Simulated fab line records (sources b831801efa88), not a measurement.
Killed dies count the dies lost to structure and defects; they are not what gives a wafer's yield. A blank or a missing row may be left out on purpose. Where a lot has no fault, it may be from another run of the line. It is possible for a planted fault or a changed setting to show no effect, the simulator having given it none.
Which tool was responsible? || flow sky130 || Sampling: 10 lots, 30 wafers, 2 of 708 route steps

WHAT THE GAUGES SHOWED, per wafer
SKY_METAL2_RS_MEAS_05: the measuring method here is four-point-probe.
{"lot": "L643", "measured": "day 35 01:55", "on": "film-metro-02", "METAL2_ALCU_RS (ohm/sq)": "0.1277 0.1279 0.1287"}
{"lot": "L642", "measured": "day 35 03:23", "on": "film-metro-03", "METAL2_ALCU_RS (ohm/sq)": "0.1275 0.1275 0.1270"}
{"lot": "L646", "measured": "day 35 16:11", "on": "film-metro-02", "METAL2_ALCU_RS (ohm/sq)": "0.1259 0.1254 0.1246"}
{"lot": "L647", "measured": "day 36 09:47", "on": "film-metro-02", "METAL2_ALCU_RS (ohm/sq)": "0.1276 0.1281 0.1269"}
{"lot": "L649", "measured": "day 36 19:44", "on": "film-metro-02", "METAL2_ALCU_RS (ohm/sq)": "0.1249 0.1242 0.1245"}
{"lot": "L656", "measured": "day 38 19:26", "on": "film-metro-04", "METAL2_ALCU_RS (ohm/sq)": "0.1268 0.1054 0.1262"}
{"lot": "L659", "measured": "day 39 17:36", "on": "film-metro-03", "METAL2_ALCU_RS (ohm/sq)": "0.1273 0.1276 0.1258"}
{"lot": "L660", "measured": "day 40 01:55", "on": "film-metro-04", "METAL2_ALCU_RS (ohm/sq)": "0.1281 0.1266 0.1251"}
{"lot": "L661", "measured": "day 40 02:28", "on": "film-metro-03", "METAL2_ALCU_RS (ohm/sq)": "0.1270 0.1268 0.1254"}
{"lot": "L663", "measured": "day 40 13:04", "on": "film-metro-04", "METAL2_ALCU_RS (ohm/sq)": "0.1256 0.1244 0.1257"}

WHICH TOOL RAN EACH LOT (tool, then ch and the chambers of the sampled wafers, then the start)
{"lot": "L643", "SKY_METAL2_SPUTTER_02": "pvd-sputter-02, day 35 01:49"}
{"lot": "L642", "SKY_METAL2_SPUTTER_02": "pvd-sputter-03, day 35 03:15"}
{"lot": "L646", "SKY_METAL2_SPUTTER_02": "pvd-sputter-01, day 35 16:05"}
{"lot": "L647", "SKY_METAL2_SPUTTER_02": "pvd-sputter-03, day 36 09:38"}
{"lot": "L649", "SKY_METAL2_SPUTTER_02": "pvd-sputter-02, day 36 19:38"}
{"lot": "L656", "SKY_METAL2_SPUTTER_02": "pvd-sputter-02, day 38 19:20"}
{"lot": "L659", "SKY_METAL2_SPUTTER_02": "pvd-sputter-01, day 39 17:27"}
{"lot": "L660", "SKY_METAL2_SPUTTER_02": "pvd-sputter-01, day 40 01:49"}
{"lot": "L661", "SKY_METAL2_SPUTTER_02": "pvd-sputter-03, day 40 02:22"}
{"lot": "L663", "SKY_METAL2_SPUTTER_02": "pvd-sputter-01, day 40 12:56"}
- SKY_METAL2_SPUTTER_02: material AlCu, target thk 250 nm, time 13.3 s.

THE ANSWER, worked out from the rows above alone
Rule: the usual values come from the lots themselves. The widest of any qualifying gaps counts: lots, ordered by their means at a reading, are off when they make up no more than a third of the lots, leave a main group of 4 or more, and stand apart from it by 3 or more times the standard deviation of that group's means. The tables above print the reading to a certain number of digits; a main group whose means all agree to those digits is not used. Also off: a lot with no number at a reading for which 4 or more lots have one. All remaining lots with rows at the step are treated as sound.
Off: L656, seen at SKY_METAL2_RS_MEAS_05 (METAL2_ALCU_RS). The main group has a mean of 0.1264 ohm/sq with a standard deviation of 0.0011.
If a tool, at a process step before that reading, ran all the lots that are off and no sound lot after the first of them, it fits. Those tools and the gauges at SKY_METAL2_RS_MEAS_05 are tried in the same way. One fits: SKY_METAL2_SPUTTER_02 on pvd-sputter-02. A fault onset in the window from L649 (day 36 19:38, its last sound lot) to L656 (day 38 19:20, its first lot off) fits.

WHAT THE SIMULATOR HAD INSERTED
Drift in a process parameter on pvd-sputter-02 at SKY_METAL2_SPUTTER_02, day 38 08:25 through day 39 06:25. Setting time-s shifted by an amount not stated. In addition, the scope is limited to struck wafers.
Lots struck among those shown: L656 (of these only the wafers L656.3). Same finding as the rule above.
